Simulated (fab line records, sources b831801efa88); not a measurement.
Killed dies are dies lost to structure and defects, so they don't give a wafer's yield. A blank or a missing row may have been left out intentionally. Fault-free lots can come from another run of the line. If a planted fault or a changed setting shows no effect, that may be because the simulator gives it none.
fab line records | flow sky130
record lots=5 wafers=15 lastDay=50
route steps=708 shown PWDE@55 NWELL@56 VT_ADJUST_HVTP@85 VT_ADJUST_LVTN@97
lots untouched by any fault: they come from a run of this same line in which no faults occurred
startH: start of the lot's first displayed wafer, in hours after the record's first day | waitH: hours from the lot's prior step to this one | " the same as in the row above | L1.1+2: several wafers, shown together as one row | - no value, or no start given | * or withheld: withheld | < > ~ a bound
route shown NAME@n: NAME is a module with steps in the file, n the number in the route of the first one | usual: mean/standard deviation taken from wafers without a fault | same: alike in all rows | chamber/n: place in a boat | sites: the reading at each site | _std_site: how widely they spread, as a standard deviation | _edge_site: outer sites' mean less inner sites' | radiusMm: how far each site lies from the wafer's centre | mask NAME#n: copy n | behind: the last tool/chamber to shape the wafer | hold: the reason the lot was held/the length of the hold in hours/how it ended | device: names the non-switching transistor (n, p or np) | end of line: tests of these same wafers at the route's end | step lacking rows: just its recipe | killed: dies lost to structure and defects at the first sort, not the wafer's yield | map: dies across one wafer; x = killed, . = not, _ = none there
set.NAME: setting as actually run; set.NAME@STEP: the setting as run at that earlier step | model.NAME: the simulator's own value behind a step, which no gauge read
lots seen at some steps along the route; tables by step, rows by wafer
services: a tool's chamber out of use, with start hour (startH, from the record's first day; less than 0 if before it), hours out, and reason
## steps
# step SKY_PWDE_TW_MEAS_10
# usual PWDE_TW=374.5/2.1
# columns lot.wafer tool chamber startH waitH PWDE_TW
L080.2 filmMetro-02 - 105.35 0.1 370.6
L080.4 " - " " 371.0
L080.5 " - " " 370.2
L083.2 filmMetro-01 - 125.34 0.1 375.3
L083.4 " - " " 375.2
L083.5 " - " " 374.8
L084.1 filmMetro-04 - 125.98 0.1 376.6
L084.3 " - " " 376.8
L084.6 " - " " 375.5
L088.4 filmMetro-01 - 149.67 0.1 374.1
L088.5 " - " " 373.5
L088.6 " - " " 374.8
L095.2 filmMetro-04 - 191.73 0.1 375.6
L095.4 " - " " 379.1
L095.5 " - " " 376.4
# step SKY_NWELL_DEHYDRATE_03
# recipe tempC=200 timeS=60
# columns lot.wafer tool chamber startH waitH
L080.2+4+5 lithoTrack-04 0 113.48 8.1
L083.2+4+5 lithoTrack-02 0 134.26 8.9
L084.1+3+6 lithoTrack-02 0 134.89 8.9
L088.4+5+6 lithoTrack-03 0 159.72 10.0
L095.2+4+5 lithoTrack-03 0 202.27 10.5
# step SKY_NWELL_HMDS_04
# recipe primeTimeS=60 primeTempC=120
# columns lot.wafer tool chamber startH waitH
L080.2+4+5 lithoTrack-04 0 113.63 0.1
L083.2+4+5 lithoTrack-02 0 134.41 0.1
L084.1+3+6 lithoTrack-02 0 135.04 0.1
L088.4+5+6 lithoTrack-03 0 159.87 0.1
L095.2+4+5 lithoTrack-03 0 202.42 0.1
# step SKY_NWELL_COAT_05
# recipe spinRpm=2000 resistThkNm=3000
# columns lot.wafer tool chamber startH waitH
L080.2+4+5 lithoTrack-04 0 113.78 0.1
L083.2+4+5 lithoTrack-02 0 134.56 0.1
L084.1+3+6 lithoTrack-02 0 135.19 0.1
L088.4+5+6 lithoTrack-03 0 160.02 0.1
L095.2+4+5 lithoTrack-03 0 202.57 0.1
# step SKY_NWELL_SOFTBAKE_06
# recipe tempC=110 timeS=withheld
# columns lot.wafer tool chamber startH waitH
L080.2+4+5 lithoTrack-04 0 113.94 0.1
L083.2+4+5 lithoTrack-02 0 134.72 0.1
L084.1+3+6 lithoTrack-02 0 135.34 0.1
L088.4+5+6 lithoTrack-03 0 160.20 0.1
L095.2+4+5 lithoTrack-03 0 202.73 0.1
# step SKY_NWELL_EXPOSE_07
# recipe maskId=NWM na=0.6 sourceShape=conventional sigmaOuter=0.6 polarization=unpolarized targetCdNm=840 doseMj=255
# same sigmaOuter=0.6
# columns lot.wafer tool chamber startH waitH mask
L080.2+4+5 ilineStepper-01 0 - - NWM#0
L083.2+4+5 ilineStepper-01 0 - - NWM#0
L084.1+3+6 ilineStepper-01 0 - - NWM#0
L088.4+5+6 ilineStepper-02 0 - - NWM#0
L095.2+4+5 ilineStepper-01 0 - - NWM#0
# step SKY_NWELL_PEB_08
# recipe tempC=115 timeS=withheld
# columns lot.wafer tool chamber startH waitH
L080.2+4+5 lithoTrack-02 0 - -
L083.2+4+5 lithoTrack-04 0 - -
L084.1+3+6 lithoTrack-03 0 - -
L088.4+5+6 lithoTrack-03 0 - -
L095.2+4+5 lithoTrack-02 0 - -
# step SKY_NWELL_DEVELOP_09
# recipe wallAngleDeg=90 developer=TMAH developTimeS=60 devTempC=23
# same developTimeS=60
# columns lot.wafer tool chamber startH waitH
L080.2+4+5 lithoTrack-02 0 - -
L083.2+4+5 lithoTrack-04 0 - -
L084.1+3+6 lithoTrack-03 0 - -
L088.4+5+6 lithoTrack-03 0 - -
L095.2+4+5 lithoTrack-02 0 - -
# step SKY_NWELL_OVL_MEAS_10
# usual NWELL_00_OVL=0.2/1.4
# columns lot.wafer tool chamber startH waitH NWELL_00_OVL[nm]
L080.2 overlay-02 - 122.50 - -0.3
L080.4 " - " " 0.1
L080.5 " - " " -0.2
L083.2 overlay-01 - 144.61 - -1.0
L083.4 " - " " 0.0
L083.5 " - " " -2.0
L084.1 overlay-02 - 145.60 - -1.3
L084.3 " - " " -2.1
L084.6 " - " " -1.3
L088.4 overlay-01 - 170.57 - -1.1
L088.5 " - " " -2.5
L088.6 " - " " -0.7
L095.2 overlay-02 - 214.04 - -1.2
L095.4 " - " " -1.2
L095.5 " - " " 0.5
# step SKY_NWELL_IMPLANT_11
# recipe species=P energyKev=400 doseCm2=1.9e+13 tiltDeg=withheld
# same implantIonAmu=31
# columns lot.wafer tool chamber startH waitH
L080.2+4+5 implanter-04 0 122.55 0.0
L083.2+4+5 implanter-04 0 144.67 0.0
L084.1+3+6 implanter-03 0 145.64 0.0
L088.4+5+6 implanter-04 0 170.66 0.1
L095.2+4+5 implanter-04 0 214.10 0.0
# step SKY_NWELL_IMPLANT_12
# recipe species=P energyKev=120 doseCm2=1.3e+12 tiltDeg=withheld
# same implantIonAmu=31
# columns lot.wafer tool chamber startH waitH
L080.2+4+5 implanter-04 0 122.70 0.1
L083.2+4+5 implanter-04 0 144.82 0.1
L084.1+3+6 implanter-03 0 145.79 0.1
L088.4+5+6 implanter-04 0 170.81 0.1
L095.2+4+5 implanter-04 0 214.25 0.1
# step SKY_NWELL_IMPLANT_13
# recipe species=P energyKev=50 doseCm2=7e+11 tiltDeg=withheld
# same implantIonAmu=31
# columns lot.wafer tool chamber startH waitH
L080.2+4+5 implanter-04 0 122.85 0.1
L083.2+4+5 implanter-04 0 144.97 0.1
L084.1+3+6 implanter-03 0 145.94 0.1
L088.4+5+6 implanter-04 0 170.96 0.1
L095.2+4+5 implanter-04 0 214.40 0.1
# step SKY_NWELL_STRIP_14
# recipe chemistry=O2/N2 powerW=1400 pressureMtorr=1544 platenTempC=withheld o2FlowSccm=3000 n2FlowSccm=300 overashFraction=0.5
# usual drypumpMotorCurrentA=5.5/0.43 oesProductAu=0.726/0.0047 stripTimeToEndpointS=36.70/0.11
# same overashFraction=0.5
# columns lot.wafer tool chamber startH waitH drypumpMotorCurrentA oesProductAu rfHoursCounterH stripTimeToEndpointS
L080.2 plasmaAsher-04 0 122.98 0.1 5.3 0.728 44 36.58
L080.4 " 0 " " 5.3 0.720 - 36.53
L080.5 " 1 " " 5.6 0.728 - 36.65
L083.2 plasmaAsher-02 0 145.09 0.1 5.9 0.722 35 36.69
L083.4 " 1 " " 6.1 0.731 - 36.70
L083.5 " 0 " " 6.0 0.729 - 36.77
L084.1 plasmaAsher-04 0 146.09 0.1 5.3 0.732 47 36.63
L084.3 " 0 " " 5.3 0.722 - 36.53
L084.6 " 0 " " 5.3 0.719 - 36.71
L088.4 plasmaAsher-04 0 171.07 0.1 5.3 0.726 - 36.51
L088.5 " 0 " " 5.3 0.723 - 36.63
L088.6 " 1 " " 5.6 0.728 - 36.60
L095.2 plasmaAsher-03 1 214.52 0.1 5.5 0.718 53 36.77
L095.4 " 1 " " 5.5 0.731 - 36.85
L095.5 " 1 " " 5.5 0.722 - 36.80
# step SKY_NWELL_TW_MEAS_15
# usual NWELL_TW=1825/11
# columns lot.wafer tool chamber startH waitH NWELL_TW
L080.2 filmMetro-04 - 123.09 0.1 1830
L080.4 " - " " 1832
L080.5 " - " " 1829
L083.2 filmMetro-04 - 145.20 0.1 1842
L083.4 " - " " 1845
L083.5 " - " " 1832
L084.1 filmMetro-02 - 146.19 0.1 1815
L084.3 " - " " 1825
L084.6 " - " " 1824
L088.4 filmMetro-02 - 171.17 0.1 1808
L088.5 " - " " 1821
L088.6 " - " " 1806
L095.2 filmMetro-02 - 214.63 0.1 1813
L095.4 " - " " 1823
L095.5 " - " " 1810
# step SKY_NWELL_DEHYDRATE_16
# recipe tempC=200 timeS=60
# columns lot.wafer tool chamber startH waitH
L080.2+4+5 lithoTrack-03 0 132.13 9.0
L083.2+4+5 lithoTrack-02 0 154.46 9.2
L084.1+3+6 lithoTrack-04 0 155.66 9.5
L088.4+5+6 lithoTrack-04 0 181.38 10.2
L095.2+4+5 lithoTrack-04 0 225.38 10.7
# step SKY_NWELL_HMDS_17
# recipe primeTimeS=60 primeTempC=120
# columns lot.wafer tool chamber startH waitH
L080.2+4+5 lithoTrack-03 0 132.28 0.1
L083.2+4+5 lithoTrack-02 0 154.61 0.1
L084.1+3+6 lithoTrack-04 0 155.81 0.1
L088.4+5+6 lithoTrack-04 0 181.53 0.1
L095.2+4+5 lithoTrack-04 0 225.53 0.1
# step SKY_NWELL_COAT_18
# recipe spinRpm=2000 resistThkNm=3000
# columns lot.wafer tool chamber startH waitH
L080.2+4+5 lithoTrack-03 0 132.43 0.1
L083.2+4+5 lithoTrack-02 0 154.76 0.1
L084.1+3+6 lithoTrack-04 0 155.96 0.1
L088.4+5+6 lithoTrack-04 0 181.68 0.1
L095.2+4+5 lithoTrack-04 0 225.68 0.1
# step SKY_NWELL_SOFTBAKE_19
# recipe tempC=110 timeS=withheld
# columns lot.wafer tool chamber startH waitH
L080.2+4+5 lithoTrack-03 0 132.58 0.1
L083.2+4+5 lithoTrack-02 0 154.92 0.1
L084.1+3+6 lithoTrack-04 0 156.11 0.1
L088.4+5+6 lithoTrack-04 0 181.86 0.1
L095.2+4+5 lithoTrack-04 0 225.84 0.1
# step SKY_NWELL_EXPOSE_20
# recipe maskId=NWM_COMPLEMENT na=0.6 sourceShape=conventional sigmaOuter=0.6 polarization=unpolarized targetCdNm=840 doseMj=260
# same sigmaOuter=0.6
# columns lot.wafer tool chamber startH waitH mask
L080.2+4+5 ilineStepper-01 0 - - NWM_COMPLEMENT#0
L083.2+4+5 ilineStepper-01 0 - - NWM_COMPLEMENT#0
L084.1+3+6 ilineStepper-01 0 - - NWM_COMPLEMENT#0
L088.4+5+6 ilineStepper-02 0 - - NWM_COMPLEMENT#0
L095.2+4+5 ilineStepper-02 0 - - NWM_COMPLEMENT#0
# step SKY_NWELL_PEB_21
# recipe tempC=115 timeS=withheld
# columns lot.wafer tool chamber startH waitH
L080.2+4+5 lithoTrack-04 0 - -
L083.2+4+5 lithoTrack-04 0 - -
L084.1+3+6 lithoTrack-02 0 - -
L088.4+5+6 lithoTrack-02 0 - -
L095.2+4+5 lithoTrack-03 0 - -
# step SKY_NWELL_DEVELOP_22
# recipe wallAngleDeg=90 developer=TMAH developTimeS=60 devTempC=23
# same developTimeS=60
# columns lot.wafer tool chamber startH waitH
L080.2+4+5 lithoTrack-04 0 - -
L083.2+4+5 lithoTrack-04 0 - -
L084.1+3+6 lithoTrack-02 0 - -
L088.4+5+6 lithoTrack-02 0 - -
L095.2+4+5 lithoTrack-03 0 - -
# step SKY_NWELL_OVL_MEAS_23
# usual NWELL_01_OVL=0.3/1.3
# columns lot.wafer tool chamber startH waitH NWELL_01_OVL[nm]
L080.2 overlay-02 - 143.01 - 1.7
L080.4 " - " " 1.4
L080.5 " - " " 0.6
L083.2 overlay-01 - 165.61 - 0.7
L083.4 " - " " 0.1
L083.5 " - " " 0.2
L084.1 overlay-01 - 166.34 - 0.0
L084.3 " - " " 0.1
L084.6 " - " " 0.4
L088.4 overlay-02 - 192.71 - -2.7
L088.5 " - " " 0.2
L088.6 " - " " 1.2
L095.2 overlay-02 - 237.66 - -1.2
L095.4 " - " " -0.9
L095.5 " - " " 0.1
# step SKY_NWELL_IMPLANT_24
# recipe species=B energyKev=140 doseCm2=9.2e+12 tiltDeg=withheld
# same implantIonAmu=11
# columns lot.wafer tool chamber startH waitH
L080.2+4+5 implanter-03 0 143.07 0.0
L083.2+4+5 implanter-04 0 165.67 0.0
L084.1+3+6 implanter-03 0 166.38 0.0
L088.4+5+6 implanter-02 0 192.80 0.1
L095.2+4+5 implanter-03 0 237.71 0.0
# step SKY_NWELL_STRIP_25
# recipe chemistry=O2/N2 powerW=1400 pressureMtorr=1500 platenTempC=withheld o2FlowSccm=3000 n2FlowSccm=300 overashFraction=0.5
# usual drypumpMotorCurrentA=5.6/0.48 oesProductAu=0.722/0.0043 stripTimeToEndpointS=36.97/0.11
# same overashFraction=0.5
# columns lot.wafer tool chamber startH waitH drypumpMotorCurrentA oesProductAu rfHoursCounterH stripTimeToEndpointS
L080.2 plasmaAsher-02 0 143.19 0.1 6.0 0.723 35 36.73
L080.4 " 1 " " 6.1 0.726 - 36.74
L080.5 " 1 " " 6.1 0.716 - 36.75
L083.2 plasmaAsher-02 0 165.79 0.1 6.0 0.719 37 37.03
L083.4 " 1 " " 6.1 0.720 - 36.95
L083.5 " 0 " " 6.0 0.720 - 36.96
L084.1 plasmaAsher-04 0 166.53 0.1 5.3 0.723 49 36.92
L084.3 " 0 " " 5.3 0.725 - 37.07
L084.6 " 1 " " 5.6 0.718 - 37.07
L088.4 plasmaAsher-03 0 192.91 0.1 4.8 0.723 - 36.99
L088.5 " 0 " " 4.8 0.725 - 37.05
L088.6 " 1 " " 5.5 0.726 - 36.96
L095.2 plasmaAsher-02 1 237.84 0.1 6.1 0.717 45 37.03
L095.4 " 1 " " 6.2 0.722 - 36.85
L095.5 " 1 " " 6.2 0.725 - 36.98
# step SKY_NWELL_TW_MEAS_26
# usual NWELL_2_TW=496/3.6
# columns lot.wafer tool chamber startH waitH NWELL_2_TW
L080.2 filmMetro-01 - 143.32 0.1 498
L080.4 " - " " 494
L080.5 " - " " 497
L083.2 filmMetro-02 - 165.90 0.1 497
L083.4 " - " " 497
L083.5 " - " " 494
L084.1 filmMetro-01 - 166.63 0.1 498
L084.3 " - " " 498
L084.6 " - " " 502
L088.4 filmMetro-01 - 193.00 0.1 496
L088.5 " - " " 496
L088.6 " - " " 497
L095.2 filmMetro-04 - 237.95 0.1 499
L095.4 " - " " 502
L095.5 " - " " 502
# step SKY_NWELL_CLEAN_27
# recipe chemistry=SC1/SC2 mix=1:4:20 tempC=70 timeS=150 dry=n2Spin
# columns lot.wafer tool chamber startH waitH
L080.2+4+5 wetBench-04 2 143.37 0.0
L083.2+4+5 wetBench-03 3 165.95 0.0
L084.1+3+6 wetBench-04 3 166.69 0.1
L088.4+5+6 wetBench-04 1 193.03 0.0
L095.2+4+5 wetBench-04 3 238.00 0.0
# step SKY_NWELL_RTA_28
# recipe tempC=1050 timeS=30 idleTempC=650 rampUpCPerS=150 rampDownCPerS=90 ambient=N2
# usual lampPowerPct=25.30/0.054 wafer_temp_C_max=1054.9/0.96
# columns lot.wafer tool chamber startH waitH lampPowerPct wafer_temp_C_max
L080.2 rtpAnneal-01 0 143.44 0.0 25.36 1054.5
L080.4 " 0 " " 25.24 1054.5
L080.5 " 0 " " 25.22 1054.9
L083.2 rtpAnneal-02 0 166.03 0.0 25.36 1054.6
L083.4 " 0 " " 25.36 1054.4
L083.5 " 0 " " 25.18 1055.2
L084.1 rtpAnneal-01 0 166.74 0.0 25.24 1054.8
L084.3 " 0 " " 25.36 1054.1
L084.6 " 0 " " 25.35 1055.3
L088.4 rtpAnneal-01 0 193.13 0.1 25.20 1054.7
L088.5 " 0 " " 25.32 1054.5
L088.6 " 0 " " 25.29 1054.4
L095.2 rtpAnneal-01 0 238.07 0.0 25.27 1054.9
L095.4 " 0 " " 25.27 1054.7
L095.5 " 0 " " 25.29 1053.5
# step SKY_NWELL_RS_MEAS_29
# recipe thkMeasGauge=four-point-probe
# usual NWELL_RS=625.2/1.9
# columns lot.wafer tool chamber startH waitH NWELL_RS[ohm/sq]
L080.2 filmMetro-04 - 143.54 0.1 621.6
L080.4 " - " " 623.7
L080.5 " - " " 623.7
L083.2 filmMetro-01 - 166.13 0.1 625.2
L083.4 " - " " 624.8
L083.5 " - " " 625.5
L084.1 filmMetro-04 - 166.84 0.1 623.1
L084.3 " - " " 621.7
L084.6 " - " " 623.7
L088.4 filmMetro-01 - 193.24 0.1 625.8
L088.5 " - " " 624.2
L088.6 " - " " 624.2
L095.2 filmMetro-02 - 238.17 0.1 626.0
L095.4 " - " " 626.0
L095.5 " - " " 623.8
# step SKY_NWELL_RS_MEAS_31
# recipe thkMeasGauge=four-point-probe
# usual PWDE_RS=5280/21
# columns lot.wafer tool chamber startH waitH PWDE_RS[ohm/sq]
L080.2 filmMetro-04 - 143.78 0.1 5247
L080.4 " - " " 5253
L080.5 " - " " 5251
L083.2 filmMetro-01 - 166.37 0.1 5278
L083.4 " - " " 5295
L083.5 " - " " 5287
L084.1 filmMetro-04 - 167.08 0.1 5252
L084.3 " - " " 5259
L084.6 " - " " 5242
L088.4 filmMetro-01 - 193.48 0.1 5326
L088.5 " - " " 5323
L088.6 " - " " 5323
L095.2 filmMetro-02 - 238.41 0.1 5287
L095.4 " - " " 5281
L095.5 " - " " 5272
# step SKY_VT_ADJUST_HVTP_DEHYDRATE_00
# recipe tempC=200 timeS=60
# columns lot.wafer tool chamber startH waitH
L080.2+4+5 lithoTrack-02 0 152.61 8.8
L083.2+4+5 lithoTrack-03 0 175.67 9.3
L084.1+3+6 lithoTrack-01 0 176.64 9.5
L088.4+5+6 lithoTrack-03 0 204.22 10.7
L095.2+4+5 lithoTrack-02 0 249.26 10.8
# step SKY_VT_ADJUST_HVTP_HMDS_01
# recipe primeTimeS=60 primeTempC=120
# columns lot.wafer tool chamber startH waitH
L080.2+4+5 lithoTrack-02 0 152.76 0.1
L083.2+4+5 lithoTrack-03 0 175.82 0.1
L084.1+3+6 lithoTrack-01 0 176.79 0.1
L088.4+5+6 lithoTrack-03 0 204.37 0.1
L095.2+4+5 lithoTrack-02 0 249.41 0.1
# step SKY_VT_ADJUST_HVTP_COAT_02
# recipe resist=NOVOLAK spinRpm=3000 resistThkNm=1140
# columns lot.wafer tool chamber startH waitH
L080.2+4+5 lithoTrack-02 0 152.91 0.1
L083.2+4+5 lithoTrack-03 0 175.97 0.1
L084.1+3+6 lithoTrack-01 0 176.94 0.1
L088.4+5+6 lithoTrack-03 0 204.52 0.1
L095.2+4+5 lithoTrack-02 0 249.56 0.1
# step SKY_VT_ADJUST_HVTP_SOFTBAKE_03
# recipe tempC=90 timeS=60 resist=NOVOLAK
# columns lot.wafer tool chamber startH waitH
L080.2+4+5 lithoTrack-02 0 153.06 0.1
L083.2+4+5 lithoTrack-03 0 176.12 0.1
L084.1+3+6 lithoTrack-01 0 177.09 0.1
L088.4+5+6 lithoTrack-03 0 204.67 0.1
L095.2+4+5 lithoTrack-02 0 249.71 0.1
# step SKY_VT_ADJUST_HVTP_EXPOSE_04
# recipe maskId=HVTPM na=0.6 sourceShape=conventional sigmaOuter=0.6 polarization=unpolarized targetCdNm=380 doseMj=140
# same sigmaOuter=0.6
# columns lot.wafer tool chamber startH waitH mask
L080.2+4+5 ilineStepper-01 0 - - HVTPM#0
L083.2+4+5 ilineStepper-02 0 - - HVTPM#0
L084.1+3+6 ilineStepper-01 0 - - HVTPM#0
L088.4+5+6 ilineStepper-02 0 - - HVTPM#0
L095.2+4+5 ilineStepper-01 0 - - HVTPM#0
# step SKY_VT_ADJUST_HVTP_PEB_05
# recipe tempC=withheld timeS=* resist=NOVOLAK
# columns lot.wafer tool chamber startH waitH
L080.2+4+5 lithoTrack-02 0 - -
L083.2+4+5 lithoTrack-01 0 - -
L084.1+3+6 lithoTrack-03 0 - -
L088.4+5+6 lithoTrack-02 0 - -
L095.2+4+5 lithoTrack-02 0 - -
# step SKY_VT_ADJUST_HVTP_DEVELOP_06
# recipe resist=NOVOLAK developer=TMAH developTimeS=62.47 devTempC=23
# same developTimeS=62.47
# columns lot.wafer tool chamber startH waitH
L080.2+4+5 lithoTrack-02 0 163.81 0.1
L083.2+4+5 lithoTrack-01 0 186.42 0.1
L084.1+3+6 lithoTrack-03 0 187.65 0.1
L088.4+5+6 lithoTrack-02 0 215.86 0.1
L095.2+4+5 lithoTrack-02 0 261.31 0.1
# step SKY_VT_ADJUST_HVTP_CD_MEAS_07
# recipe targetCdNm=380
# usual cdNm=379.2/2.8
# columns lot.wafer tool chamber startH waitH cdNm
L080.2 cdSem-01 - 163.96 0.1 375.9
L080.4 " - " " 379.2
L080.5 " - " " 380.2
L083.2 cdSem-01 - 186.56 0.1 380.3
L083.4 " - " " 378.0
L083.5 " - " " 379.3
L084.1 cdSem-01 - 187.80 0.1 379.2
L084.3 " - " " 381.6
L084.6 " - " " 377.9
L088.4 cdSem-01 - 216.00 0.1 376.7
L088.5 " - " " 376.5
L088.6 " - " " 379.7
L095.2 cdSem-01 - 261.46 0.1 378.2
L095.4 " - " " 380.2
L095.5 " - " " 378.7
# step SKY_VT_ADJUST_HVTP_OVL_MEAS_08
# usual VT_ADJUST_HVTP_OVL=-0.9/1.4
# columns lot.wafer tool chamber startH waitH VT_ADJUST_HVTP_OVL[nm]
L080.2 overlay-01 - 164.07 0.1 -1.4
L080.4 " - " " -1.8
L080.5 " - " " 0.3
L083.2 overlay-02 - 186.67 0.1 -2.2
L083.4 " - " " -1.6
L083.5 " - " " -0.3
L084.1 overlay-01 - 187.92 0.1 -2.8
L084.3 " - " " -2.6
L084.6 " - " " -1.0
L088.4 overlay-02 - 216.08 0.1 -0.1
L088.5 " - " " -0.7
L088.6 " - " " 0.4
L095.2 overlay-02 - 261.56 0.1 -2.5
L095.4 " - " " -4.9
L095.5 " - " " -3.1
# step SKY_VT_ADJUST_HVTP_IMPLANT_09
# recipe species=As energyKev=150 doseCm2=4.3e+12 tiltDeg=withheld
# same implantIonAmu=75
# columns lot.wafer tool chamber startH waitH
L080.2+4+5 implanter-02 0 164.27 0.2
L083.2+4+5 implanter-02 0 186.72 0.0
L084.1+3+6 implanter-04 0 187.96 0.0
L088.4+5+6 implanter-04 0 216.17 0.1
L095.2+4+5 implanter-01 0 261.62 0.0
# step SKY_VT_ADJUST_HVTP_STRIP_10
# recipe chemistry=O2/N2 powerW=1400 pressureMtorr=1500 platenTempC=withheld o2FlowSccm=3000 n2FlowSccm=300 overashFraction=0.5
# usual drypumpMotorCurrentA=5.5/0.44 oesProductAu=0.715/0.0044 stripTimeToEndpointS=14.18/0.039
# same overashFraction=0.5
# columns lot.wafer tool chamber startH waitH drypumpMotorCurrentA oesProductAu rfHoursCounterH stripTimeToEndpointS
L080.2 plasmaAsher-01 0 164.39 0.1 5.5 0.713 4 14.20
L080.4 " 0 " " 5.5 0.712 - 14.25
L080.5 " 0 " " 5.5 0.714 - 14.21
L083.2 plasmaAsher-01 0 186.85 0.1 5.5 0.719 6 14.24
L083.4 " 0 " " 5.5 0.713 - 14.21
L083.5 " 1 " " 5.2 0.716 - 14.25
L084.1 plasmaAsher-03 0 188.11 0.1 4.8 0.708 50 14.18
L084.3 " 0 " " 4.8 0.719 - 14.22
L084.6 " 1 " " 5.5 0.716 - 14.19
L088.4 plasmaAsher-03 1 216.28 0.1 5.5 0.705 - 14.18
L088.5 " 1 " " 5.5 0.717 - 14.17
L088.6 " 0 " " 4.8 0.720 - 14.17
L095.2 plasmaAsher-01 1 261.74 0.1 5.2 0.710 12 14.19
L095.4 " 0 " " 5.5 0.723 - 14.16
L095.5 " 0 " " 5.5 0.714 - 14.17
# step SKY_VT_ADJUST_HVTP_TW_MEAS_11
# usual VT_ADJUST_HVTP_TW=1359/9.7
# columns lot.wafer tool chamber startH waitH VT_ADJUST_HVTP_TW
L080.2 filmMetro-02 - 164.50 0.1 1355
L080.4 " - " " 1352
L080.5 " - " " 1357
L083.2 filmMetro-03 - 186.96 0.1 1355
L083.4 " - " " 1355
L083.5 " - " " 1358
L084.1 filmMetro-03 - 188.21 0.1 1359
L084.3 " - " " 1355
L084.6 " - " " 1361
L088.4 filmMetro-02 - 216.39 0.1 1350
L088.5 " - " " 1348
L088.6 " - " " 1355
L095.2 filmMetro-02 - 261.85 0.1 1345
L095.4 " - " " 1353
L095.5 " - " " 1352
# step SKY_VT_ADJUST_LVTN_DEHYDRATE_00
# recipe tempC=200 timeS=60
# columns lot.wafer tool chamber startH waitH
L080.2+4+5 lithoTrack-01 0 173.62 9.1
L083.2+4+5 lithoTrack-01 0 196.62 9.6
L084.1+3+6 lithoTrack-04 0 198.36 10.1
L088.4+5+6 lithoTrack-03 0 226.97 10.6
L095.2+4+5 lithoTrack-01 0 273.47 11.6
# step SKY_VT_ADJUST_LVTN_HMDS_01
# recipe primeTimeS=60 primeTempC=120
# columns lot.wafer tool chamber startH waitH
L080.2+4+5 lithoTrack-01 0 173.77 0.1
L083.2+4+5 lithoTrack-01 0 196.77 0.1
L084.1+3+6 lithoTrack-04 0 198.51 0.1
L088.4+5+6 lithoTrack-03 0 227.12 0.1
L095.2+4+5 lithoTrack-01 0 273.62 0.1
# step SKY_VT_ADJUST_LVTN_COAT_02
# recipe spinRpm=2000 resistThkNm=3000
# columns lot.wafer tool chamber startH waitH
L080.2+4+5 lithoTrack-01 0 173.92 0.1
L083.2+4+5 lithoTrack-01 0 196.92 0.1
L084.1+3+6 lithoTrack-04 0 198.66 0.1
L088.4+5+6 lithoTrack-03 0 227.27 0.1
L095.2+4+5 lithoTrack-01 0 273.77 0.1
# step SKY_VT_ADJUST_LVTN_SOFTBAKE_03
# recipe tempC=110 timeS=withheld
# columns lot.wafer tool chamber startH waitH
L080.2+4+5 lithoTrack-01 0 174.07 0.1
L083.2+4+5 lithoTrack-01 0 197.07 0.1
L084.1+3+6 lithoTrack-04 0 198.81 0.1
L088.4+5+6 lithoTrack-03 0 227.45 0.1
L095.2+4+5 lithoTrack-01 0 273.92 0.1
# step SKY_VT_ADJUST_LVTN_EXPOSE_04
# recipe maskId=NWM_COMPLEMENT_LESS_NATIVE na=0.6 sourceShape=conventional sigmaOuter=0.6 polarization=unpolarized targetCdNm=840 doseMj=194
# same sigmaOuter=0.6
# columns lot.wafer tool chamber startH waitH mask
L080.2+4+5 ilineStepper-01 0 - - NWM_COMPLEMENT_LESS_NATIVE#0
L083.2+4+5 ilineStepper-02 0 - - NWM_COMPLEMENT_LESS_NATIVE#0
L084.1+3+6 ilineStepper-01 0 - - NWM_COMPLEMENT_LESS_NATIVE#0
L088.4+5+6 ilineStepper-01 0 - - NWM_COMPLEMENT_LESS_NATIVE#0
L095.2+4+5 ilineStepper-02 0 - - NWM_COMPLEMENT_LESS_NATIVE#0
# step SKY_VT_ADJUST_LVTN_PEB_05
# recipe tempC=115 timeS=withheld
# columns lot.wafer tool chamber startH waitH
L080.2+4+5 lithoTrack-01 0 - -
L083.2+4+5 lithoTrack-01 0 - -
L084.1+3+6 lithoTrack-04 0 - -
L088.4+5+6 lithoTrack-01 0 - -
L095.2+4+5 lithoTrack-04 0 - -
# step SKY_VT_ADJUST_LVTN_DEVELOP_06
# recipe wallAngleDeg=90 developer=TMAH developTimeS=60 devTempC=23
# same developTimeS=60
# columns lot.wafer tool chamber startH waitH
L080.2+4+5 lithoTrack-01 0 - -
L083.2+4+5 lithoTrack-01 0 - -
L084.1+3+6 lithoTrack-04 0 - -
L088.4+5+6 lithoTrack-01 0 - -
L095.2+4+5 lithoTrack-04 0 - -
# step SKY_VT_ADJUST_LVTN_OVL_MEAS_07
# usual VT_ADJUST_LVTN_OVL=0.7/1.2
# columns lot.wafer tool chamber startH waitH VT_ADJUST_LVTN_OVL[nm]
L080.2 overlay-02 - 184.65 - -1.0
L080.4 " - " " 1.6
L080.5 " - " " 0.6
L083.2 overlay-01 - 208.65 - 0.4
L083.4 " - " " -2.6
L083.5 " - " " -1.0
L084.1 overlay-02 - 210.16 - 1.2
L084.3 " - " " 1.7
L084.6 " - " " 0.9
L088.4 overlay-02 - 238.81 - -0.5
L088.5 " - " " -0.4
L088.6 " - " " 0.3
L095.2 overlay-02 - 286.01 - 0.8
L095.4 " - " " 1.3
L095.5 " - " " -0.1
# step SKY_VT_ADJUST_LVTN_IMPLANT_08
# recipe species=B energyKev=30 doseCm2=1.57e+12 tiltDeg=withheld
# same implantIonAmu=11
# columns lot.wafer tool chamber startH waitH
L080.2+4+5 implanter-01 0 184.70 0.0
L083.2+4+5 implanter-03 0 208.70 0.0
L084.1+3+6 implanter-04 0 210.19 0.0
L088.4+5+6 implanter-03 0 238.90 0.1
L095.2+4+5 implanter-03 0 286.07 0.0
## services
# columns tool chamber startH hours kind
implanter-02 - 92.42 58.9 pm
ilineStepper-02 - 99.75 1.7 pm
plasmaAsher-01 - 108.75 9.0 pm
plasmaAsher-01 0 108.75 9.0 ventCycle
plasmaAsher-01 1 108.75 9.0 ventCycle
plasmaAsher-01 0 117.75 - clean
rtpAnneal-01 - 119.69 4.0 pm
ilineStepper-02 - 129.54 13.8 repair
plasmaAsher-03 - 142.37 0.4 repair
plasmaAsher-01 - 144.33 2.0 repair
implanter-04 - 157.66 3.6 pm
implanter-01 - 158.70 5.6 repair
implanter-01 - 186.08 3.1 repair
plasmaAsher-01 - 190.93 14.6 pm
implanter-01 - 198.36 6.5 pm
implanter-03 - 199.89 3.9 pm
implanter-03 - 203.77 4.7 pm
lithoTrack-01 - 220.89 - consumableReplace:filter
implanter-02 - 224.71 4.1 repair
ilineStepper-01 - 233.59 1.7 pm
implanter-04 - 247.53 2.4 repair
ilineStepper-02 0 258.86 - calibration
ilineStepper-01 0 268.96 - calibration
plasmaAsher-04 - 271.91 1.8 repair
## key
fault none
